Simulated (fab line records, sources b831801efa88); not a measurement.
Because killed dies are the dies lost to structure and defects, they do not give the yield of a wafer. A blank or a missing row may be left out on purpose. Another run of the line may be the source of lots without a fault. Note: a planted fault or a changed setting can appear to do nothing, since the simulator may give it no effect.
What tool caused it? | flow gf180mcu | at 1 step of a route of 602, 24 lots with 72 wafers sampled

== WHAT THE GAUGES READ, wafer by wafer ==
GF_M2_THK_MEAS_06: measures by xrf.
lot  | measured     | on            | M2_ALCU_THK (nm)
L074 | day 17 22:01 | film-metro-02 | 449 448 445
L075 | day 18 01:39 | film-metro-01 | 453 454 457
L076 | day 18 12:38 | film-metro-02 | 444 449 446
L077 | day 19 05:37 | film-metro-02 | 437 446 445
L078 | day 19 12:51 | film-metro-03 | 457 443 452
L079 | day 20 02:53 | film-metro-01 | 457 445 456
L080 | day 20 16:37 | film-metro-03 | 447 455 459
L081 | day 21 03:38 | film-metro-02 | 440 442 442
L082 | day 21 22:15 | film-metro-03 | 460 454 456
L083 | day 22 01:57 | film-metro-02 | 444 448 453
L084 | day 22 15:09 | film-metro-02 | 440 446 448
L085 | day 23 01:08 | film-metro-03 | 447 450 443
L086 | day 23 02:05 | film-metro-02 | 459 456 455
L087 | day 23 11:52 | film-metro-02 | 450 454 458
L088 | day 23 22:35 | film-metro-03 | 451 455 461
L089 | day 24 06:49 | film-metro-03 | 463 466 470
L090 | day 24 08:19 | film-metro-03 | 461 454 454
L091 | day 24 14:17 | film-metro-01 | 446 439 441
L092 | day 24 16:10 | film-metro-01 | 439 444 441
L094 | day 25 05:52 | film-metro-01 | 453 447 445
L093 | day 25 11:15 | film-metro-02 | 447 454 450
L095 | day 25 12:30 | film-metro-03 | 455 453 442
L096 | day 25 19:47 | film-metro-02 | 441 449 449
L097 | day 26 04:21 | film-metro-03 | 448 452 446

== TOOL THAT RAN EACH LOT (tool first, then ch and the chambers of the sampled wafers, then the start) ==
The record shows no process step preceding these readings.

== AS READ BY THE TOOLS THEMSELVES (means over the sampled wafers that have a number; for cases with no such wafer, the mark the record gives instead) ==
The record holds no such reading with a usual standard deviation.

== THE ANSWER, worked out from the rows above alone ==
Rule: the usual values come from the lots themselves. Put in order of their means at a reading, lots are off if they are a third of the lots or fewer, leave a main group of 4 or more, and stand apart from it by a gap of 3 or more times the standard deviation of the main group's means; of several such gaps the widest counts. Not used: any main group whose means are identical at the precision the tables above print for the reading. Also off: a lot with no number at a reading for which 4 or more lots have one. The other lots that the step has rows for count as sound. The gauges are gone through in route order, then the tools' own readings, and for those a lot's mean is taken as printed above. At the first step where some lot is off, the reading lying furthest off is the one used; lots without a number count as furthest.
Across all readings shown, no lot is off: no conclusion can be drawn from this.

== WHAT THE SIMULATOR HAD PUT IN ==
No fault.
